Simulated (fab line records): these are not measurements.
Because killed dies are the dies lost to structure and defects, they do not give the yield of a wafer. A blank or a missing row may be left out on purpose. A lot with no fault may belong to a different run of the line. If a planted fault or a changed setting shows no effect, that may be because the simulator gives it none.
A lot that was struck, set against a sound lot ; flow gf180mcu ; 27 steps out of a route of 602
Sound: these wafers, L125.1, L125.2, L125.3. Wafers L139.2, L139.3, L139.5 were the ones struck. The cause is given at the end.
At each step with rows: each side's tool, then ch and its chambers, then its first start. Under that, the readings that differ: sound wafers ; struck wafers ; difference of the means ; sigmas: that difference in standard deviations of wafers without a fault.
alike: readings with means less than 2 such deviations apart, plus words and numbers identical on both sides. not compared: withheld readings, readings lacking a value on some wafer, bounds such as >300 that could conceal the same value, and numbers that have no deviation in the record and whose values overlap.
Wherever a step has rows on one side only, a row that says differs or no value, or a row with sigmas, the two part there. When numbers do not overlap yet have no deviation, they are printed without sigmas and do not part them. A reading that every wafer of one side lacks parts them only if that side has two wafers or more.

GF_DNWELL_STRIP_08: strips in O2/N2.
  sound on plasma asher-03 ch 0,1, day 3 12:35; struck on plasma asher-04 ch 0,1, day 6 11:17
reading;sound;struck;difference;sigmas
drypump motor current A (A);5.5 6.6 6.5;5.4 5.1 5.1;-1.0;-2
  alike: chamber pressure mTorr, heater power w, oes product au, strip time to endpoint s
  not compared: rf hours counter h
GF_DNWELL_TW_MEAS_09:
  sound on film metro-03 at day 3 12:41; struck on film metro-01 at day 6 11:24
  alike: DNWELL_TW
then, 7 steps without rows for these wafers: GF_NWELL_DEHYDRATE_00 (time 60 s); GF_NWELL_HMDS_01 (prime time 60 s); GF_NWELL_COAT_02 (resist thk 3000 nm); GF_NWELL_SOFTBAKE_03; GF_NWELL_EXPOSE_04 (exposes mask Nwell, target cd 860 nm); GF_NWELL_PEB_05; GF_NWELL_DEVELOP_06 (develop time 60 s).
GF_NWELL_OVL_MEAS_07:
  sound on overlay-01 at day 4 01:29; struck on overlay-02 at day 7 02:12
  alike: NWELL_OVL
then, 2 steps without rows for these wafers: GF_NWELL_IMPLANT_08; GF_NWELL_IMPLANT_09.
GF_NWELL_STRIP_10: strips in O2/N2.
  sound on plasma asher-01 ch 0,1, day 4 01:50; struck on plasma asher-02 ch 0,1, day 7 02:32
  no value came back on the struck wafers for any of 6 readings (chamber pressure mTorr (mTorr), drypump motor current A (A) and others); on the sound wafers chamber pressure mTorr (mTorr) reads 1499.7 1501.7 1500.2
reading;sound;struck;difference;sigmas
model.coat_of_NWELL_COAT_02.thk nm (nm);0 0 0;2988 2982 2989;+2986;
  not compared: rf hours counter h
GF_NWELL_TW_MEAS_11:
  sound on film metro-01 at day 4 01:56; struck on film metro-01 at day 7 02:38
  alike: NWELL_TW
then, 7 steps without rows for these wafers: GF_LVPWELL_DEHYDRATE_00 (time 60 s); GF_LVPWELL_HMDS_01 (prime time 60 s); GF_LVPWELL_COAT_02 (resist thk 3000 nm); GF_LVPWELL_SOFTBAKE_03; GF_LVPWELL_EXPOSE_04 (exposes mask LVPWELL, target cd 600 nm); GF_LVPWELL_PEB_05; GF_LVPWELL_DEVELOP_06 (develop time 60 s).
GF_LVPWELL_OVL_MEAS_07:
  sound on overlay-01 at day 4 15:17; struck on overlay-01 at day 7 19:12
  alike: LVPWELL_OVL
then, 2 steps without rows for these wafers: GF_LVPWELL_IMPLANT_08; GF_LVPWELL_IMPLANT_09.
GF_LVPWELL_STRIP_10: strips in O2/N2.
  sound on plasma asher-04 ch 0,1, day 4 15:38; struck on plasma asher-02 ch 0,1, day 7 19:32
reading;sound;struck;difference;sigmas
drypump motor current A (A);5.4 5.1 5.4;6.1 6.0 6.2;+0.8;+2
oes product au (a.u.);0.722 0.727 0.726;0.737 0.731 0.746;+0.013;+3
strip time to endpoint s (s);37.03 37.03 37.12;80.96 80.98 81.04;+43.93;+99 or more
  alike: chamber pressure mTorr, heater power w
  not compared: rf hours counter h
GF_LVPWELL_TW_MEAS_11:
  sound on film metro-02 at day 4 15:44; struck on film metro-01 at day 7 19:38
reading;sound;struck;difference;sigmas
LVPWELL_TW;552 554 552;30 30 30;-523;-97
then, 1 step without rows for these wafers: GF_MVSD_DEHYDRATE_00 (time 60 s).

== WHERE THEY PART ==
Last at GF_LVPWELL_TW_MEAS_11 as far as this record goes, first at GF_DNWELL_STRIP_08.

WHY: whatever the simulator had introduced
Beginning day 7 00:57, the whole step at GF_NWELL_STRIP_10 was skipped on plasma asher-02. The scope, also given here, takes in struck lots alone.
